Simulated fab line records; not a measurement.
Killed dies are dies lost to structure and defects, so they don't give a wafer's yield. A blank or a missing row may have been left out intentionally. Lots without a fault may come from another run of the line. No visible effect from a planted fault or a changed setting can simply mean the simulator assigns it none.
A lot that was struck, set against a sound lot	flow sky130	17 out of 708 route steps
Sound: these wafers, L521.2, L521.4, L521.6. Wafers L535.1, L535.2, L535.5 were the ones struck. The cause is named last.
At each step with rows: each side's tool, then ch and its chambers, then its first start. Under that, the readings that differ: sound wafers	struck wafers	difference of the means	sigmas: that difference in standard deviations of wafers without a fault.
alike: readings whose means differ by less than 2 such deviations, and words and numbers that are the same on both sides. not compared: withheld readings, readings that some wafer has no value for, bounds like >300 that may hide the same value, and numbers for which the record gives no deviation and whose values overlap.
The two part at a step that has a row with sigmas, a row that says differs or no value, or rows on one side only. Numbers that have no deviation but don't overlap get no sigmas and don't part them. A reading missing from all wafers of one side parts the sides only when that side holds two or more wafers.

first, 3 steps without rows for these wafers: SKY_LI_CONTACT_EXPOSE_09 (exposes mask LICM1, target cd 170 nm); SKY_LI_CONTACT_PEB_10; SKY_LI_CONTACT_DEVELOP_11 (develop time 60 s).
SKY_LI_CONTACT_CD_MEAS_12: target cd 170 nm.
  sound: cd sem-01 at day 29 08:59; struck: cd sem-01 at day 33 19:07
  alike: cd nm
SKY_LI_CONTACT_OVL_MEAS_13:
  sound: overlay-01 at day 29 09:05; struck: overlay-01 at day 33 19:14
reading	sound	struck	difference	sigmas
LI_CONTACT_OVL (nm)	4 -3 -1	-9 -12 -11	-11	-2
SKY_LI_CONTACT_ETCH_14: etches BARC in N2/H2, stops on SiO2, time 45.9 s, target depth 60 nm.
  sound on rie diel-02 ch 0,2, day 29 09:07; struck on rie diel-03 ch 0,1,3, day 33 19:16
  alike: drypump motor current A, oes product au, throttle valve pct
  not compared: rf hours counter h
SKY_LI_CONTACT_ETCH_15: etches PSG in C4F8/O2/Ar, stops on Si, target depth 600 nm.
  sound on rie diel-02 ch 0,2, day 29 09:10; struck on rie diel-03 ch 0,1,3, day 33 19:19
  alike: oes product au
SKY_LI_CONTACT_STRIP_16: strips in O2/N2.
  sound on plasma asher-03 ch 0,1, day 29 09:14; struck on plasma asher-03 ch 0,1, day 33 19:23
  alike: drypump motor current A, oes product au, strip time to endpoint s
  not compared: rf hours counter h
then, 2 steps without rows for these wafers: SKY_LI_CONTACT_CLEAN_17 (cleans in NMP, time 600 s); SKY_LI_CONTACT_PRE_CLEAN_18 (time 5.6 s).
SKY_LI_CONTACT_SPUTTER_19: material Ti, target thk 20 nm, time 106.37 s.
  sound: pvd sputter-04 at day 29 09:43; struck: pvd sputter-03 at day 33 19:41
  alike: throttle valve pct
SKY_LI_CONTACT_SPUTTER_20: material TiN, target thk 20 nm, time 80 s.
  sound: pvd sputter-04 at day 29 09:47; struck: pvd sputter-03 at day 33 19:46
  alike: throttle valve pct
SKY_LI_CONTACT_CVD_21: deposits W, target thk 400 nm, time 120.56 s.
  sound on cvd w-02 ch 0,1, day 29 09:51; struck on cvd w-02 ch 0,1, day 33 19:49
reading	sound	struck	difference	sigmas
model.W_of_LI_CONTACT_CVD_21.thk nm (nm)	395.8 397.5 402.6	219.4 223.4 219.6	-177.8	
  alike: chamber pressure Torr, heater power w
  not compared: since wet clean h
SKY_LI_CONTACT_RS_MEAS_22: measures by four-point-probe.
  sound: film metro-01 at day 29 09:59; struck: film metro-01 at day 33 19:57
reading	sound	struck	difference	sigmas
LI_CONTACT_W_RS (ohm/sq)	0.288 0.287 0.283	0.521 0.511 0.521	+0.232	+53
SKY_LI_CONTACT_THK_MEAS_23: measures by xrf.
  sound: film metro-01 at day 29 10:06; struck: film metro-01 at day 33 20:04
reading	sound	struck	difference	sigmas
LI_CONTACT_W_THK (nm)	379 382 386	213 219 214	-167	-23
SKY_LI_CONTACT_CMP_24: polishes, stops on PSG, t overpolish 20 s, target thk 0 nm.
  sound on cmp-02 ch 1,2,3, day 29 10:09; struck on cmp-02 ch 0,2,3, day 33 20:11
reading	sound	struck	difference	sigmas
time to endpoint s (s)	94 95 101	51 53 52	-45	-14
  alike: motor current A
then, 1 step without rows for these wafers: SKY_LOCAL_INTERCONNECT_SPUTTER_00 (material TiN, target thk 100 nm, time 83.3 s).

WHERE THEY PART
Earliest at SKY_LI_CONTACT_OVL_MEAS_13; latest, in this record, at SKY_LI_CONTACT_CMP_24.

WHY: what had been put in by the simulator
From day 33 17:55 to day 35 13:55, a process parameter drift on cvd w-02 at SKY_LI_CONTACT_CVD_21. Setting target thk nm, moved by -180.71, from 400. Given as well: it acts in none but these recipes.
